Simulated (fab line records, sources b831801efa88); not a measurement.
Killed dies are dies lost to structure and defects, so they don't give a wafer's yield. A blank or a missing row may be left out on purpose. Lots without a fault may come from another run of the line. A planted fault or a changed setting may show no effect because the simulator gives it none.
A struck lot beside a sound one | flow sky130 | 17 steps out of a route of 708
Sound: wafers L997.2, L997.4, L997.5. Struck: wafers L992.1, L992.2, L992.3. The cause comes at the end.
At each step with rows: each side's tool, then ch and its chambers, then its first start. Under that, the readings that differ: sound wafers | struck wafers | difference of the means | sigmas: that difference in standard deviations of wafers without a fault.
alike: readings whose means differ by less than 2 such deviations, and words and numbers that are the same on both sides. not compared: withheld readings, readings that some wafer has no value for, bounds like >300 that may hide the same value, and numbers for which the record gives no deviation and whose values overlap.
The two part at a step that has a row with sigmas, a row that says differs or no value, or rows on one side only. Numbers that don't overlap but have no deviation are shown without sigmas and don't part them. A reading that every wafer of one side lacks parts them only if that side has two wafers or more.

SKY_VT_ADJUST_HVTR_OVL_MEAS_08:
  sound on overlay-02, day 15 11:08; struck on overlay-02, day 13 19:20
  alike: VT_ADJUST_HVTR_OVL
then, 1 step without rows for these wafers: SKY_VT_ADJUST_HVTR_IMPLANT_09.
SKY_VT_ADJUST_HVTR_STRIP_10: strips in O2/N2.
  sound on plasma_asher-03 ch 1, day 15 11:19; struck on plasma_asher-03 ch 0,1, day 13 19:31
  reading                      | sound             | struck            | difference | sigmas
  strip_time_to_endpoint_s (s) | 14.13 14.13 14.15 | 14.26 14.26 14.22 | +0.11      | +3
  alike: drypump_motor_current_A, oes_product_au
  not compared: rf_hours_counter_h
SKY_VT_ADJUST_HVTR_TW_MEAS_11:
  sound on film_metro-01, day 15 11:25; struck on film_metro-01, day 13 19:37
  alike: VT_ADJUST_HVTR_TW
then, 7 steps without rows for these wafers: SKY_VT_ADJUST_PCH_DEHYDRATE_00 (time 60 s); SKY_VT_ADJUST_PCH_HMDS_01 (prime time 60 s); SKY_VT_ADJUST_PCH_COAT_02 (resist thk 3000 nm); SKY_VT_ADJUST_PCH_SOFTBAKE_03; SKY_VT_ADJUST_PCH_EXPOSE_04 (exposes mask NWM, target cd 840 nm); SKY_VT_ADJUST_PCH_PEB_05; SKY_VT_ADJUST_PCH_DEVELOP_06 (develop time 60 s).
SKY_VT_ADJUST_PCH_OVL_MEAS_07:
  sound on overlay-02, day 16 14:43; struck on overlay-02, day 14 22:03
  alike: VT_ADJUST_PCH_OVL
SKY_VT_ADJUST_PCH_IMPLANT_08:
  sound on implanter-03 ch 0, day 16 14:46; struck on implanter-02 ch 0, day 14 22:25
  alike: beam_energy_keV
SKY_VT_ADJUST_PCH_STRIP_09: strips in O2/N2.
  sound on plasma_asher-02 ch 0,1, day 16 14:54; struck on plasma_asher-01 ch 0,1, day 14 22:34
  alike: drypump_motor_current_A, oes_product_au, strip_time_to_endpoint_s
  not compared: rf_hours_counter_h
SKY_VT_ADJUST_PCH_TW_MEAS_10:
  sound on film_metro-02, day 16 15:01; struck on film_metro-01, day 14 23:03
  reading          | sound             | struck            | difference | sigmas
  VT_ADJUST_PCH_TW | 144.5 143.5 143.8 | 174.4 175.7 174.7 | +31.0      | +21
then, 1 step without rows for these wafers: SKY_SONOS_TUNNEL_DEHYDRATE_00 (time 60 s).
-- the record jumps here: 34 days lie between the struck wafers' starts before and after (it left off in module SONOS_TUNNEL and takes up again in module PAD_OPEN, whose first step shown is number 708 of the route) --
SKY_PAD_OPEN_PROBE_99:
  sound on prober-02, day 50 05:29; struck on prober-01, day 49 05:28
  reading                                | sound                        | struck                        | difference | sigmas
  model.etest.nfet_16v.r_on_ohm_um       | 1.428e+04 1.403e+04 1.41e+04 | 1.492e+04 1.484e+04 1.486e+04 | +7.367e+02 |
  model.etest.pfet_g5v0d10v5.r_on_ohm_um | 4815 4714 4760               | 4459 4378 4414                | -346       |
  model.etest.tip_p_5v.rs_ohm_sq         | 2846 2849 2849               | 2785 2760 2802                | -66        |
  model.etest.pfet_g5v0d10v5.drive_ua_um | 335.5 343.4 340.5            | 375.7 383.6 373.2             | +37.7      |
  model.etest.pfet_01v8_lvt.drive_ua_um  | 170.8 173.8 172.1            | 196.1 194.8 191.1             | +21.8      |
  model.etest.pfet_01v8.drive_ua_um      | 186.3 188.9 186.1            | 204.2 203.3 198.9             | +15.0      |
  model.etest.pfet_16v.drive_ua_um       | 237.4 237.8 238.3            | 246.1 252.7 251.3             | +12.2      |
  alike: killed_at_M0_to_M3, killed_at_M4_up, killed_at_contacts, killed_at_front_end, killed_at_other, killed_dies, killed_open, killed_short
  not compared: model.etest.tip_p.rs_ohm_sq

WHERE THEY PART
First at SKY_VT_ADJUST_HVTR_STRIP_10; last, within this record, at SKY_VT_ADJUST_PCH_TW_MEAS_10. Later steps at which nothing parts them and some readings are alike: SKY_PAD_OPEN_PROBE_99.

WHY: what the simulator had put in
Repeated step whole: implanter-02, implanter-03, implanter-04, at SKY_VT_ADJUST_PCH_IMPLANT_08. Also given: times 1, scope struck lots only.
